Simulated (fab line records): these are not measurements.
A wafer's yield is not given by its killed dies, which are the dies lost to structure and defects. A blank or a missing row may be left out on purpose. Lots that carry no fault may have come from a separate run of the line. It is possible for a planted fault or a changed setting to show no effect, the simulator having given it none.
The same fault as seen by 2 desks    flow gf180mcu    what lay behind the numbers comes last; until then each desk has only its own

AT THE TOOL OWNER'S DESK: rieDiel-02
The tool's own readings at GF_V4_ETCH_17 (etches SiO2 in C4F8/O2/Ar, stops on TiN, target depth 630 nm): means of the sampled wafers that have a number, for each lot that ran on this tool. If a lot's mean is further than 4 standard deviations from the usual mean, the lot is out of limits and carries the mark OUT (the distance appears in the brackets).
Columns: A = biasW at GF_V4_ETCH_17, usual 1200 W; B = oesProductAu at GF_V4_ETCH_17, usual 0.856 a.u.
lot   first seen here  A               B
L438  day 24 18:00     1201            0.861
L452  day 29 02:00     1278 (+22) OUT  0.859
L453  day 29 14:00     1277 (+21) OUT  0.853
L455  day 29 22:00     1281 (+22) OUT  0.856
This desk's verdict: out of limits on L452, L453, L455, starting with L452 at day 29 02:00 (biasW at GF_V4_ETCH_17). Within limits: L438.

FROM THE METROLOGY DESK
What the gauges read, lot by lot, whatever tool the lot ran on: means of the sampled wafers that have a number. If a lot's mean is further than 4 standard deviations from the usual mean, the lot is out of limits and carries the mark OUT (the distance appears in the brackets).
Columns: A = V4_BOW at GF_V4_BOW_MEAS_05, usual 136 um; B = cdNm at GF_V4_CD_MEAS_14, usual 260.1 nm; C = V4_OVL at GF_V4_OVL_MEAS_15, usual -1 nm
lot   first seen here  A    B      C
L438  day 23 20:55     140  260.5  -11
L441  day 24 18:11     137  259.8  1
L452  day 28 07:18     143  259.2  -1
L453  day 28 19:24     127  258.6  5
L455  day 29 02:39     135  261.4  0
L459  day 30 16:02     153  261.5  -3
L460  day 31 03:31     143  260.4  4
This desk's verdict: no lot among the 7 shows anything out of limits.

BROUGHT TOGETHER
At day 29 02:00, on L452, L453, L455, the tool owner's desk was in a position to raise an alarm.
Metrology desk: nothing out of limits seen.
The metrology desk holds a record of L452, L453, L455, inside its limits.
GF_V4_ETCH_17 was run on rieDiel-02 by each of the lots named.

WHAT THE SIMULATOR PUT IN
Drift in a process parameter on rieDiel-02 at GF_V4_ETCH_17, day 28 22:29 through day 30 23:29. A move of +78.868 in setting biasW, from 1200. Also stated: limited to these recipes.
Shown lots that were struck: L452, L453, L455.
Delay in hours, fault start to first out-of-limits reading, by desk: the tool owner's desk at 4.
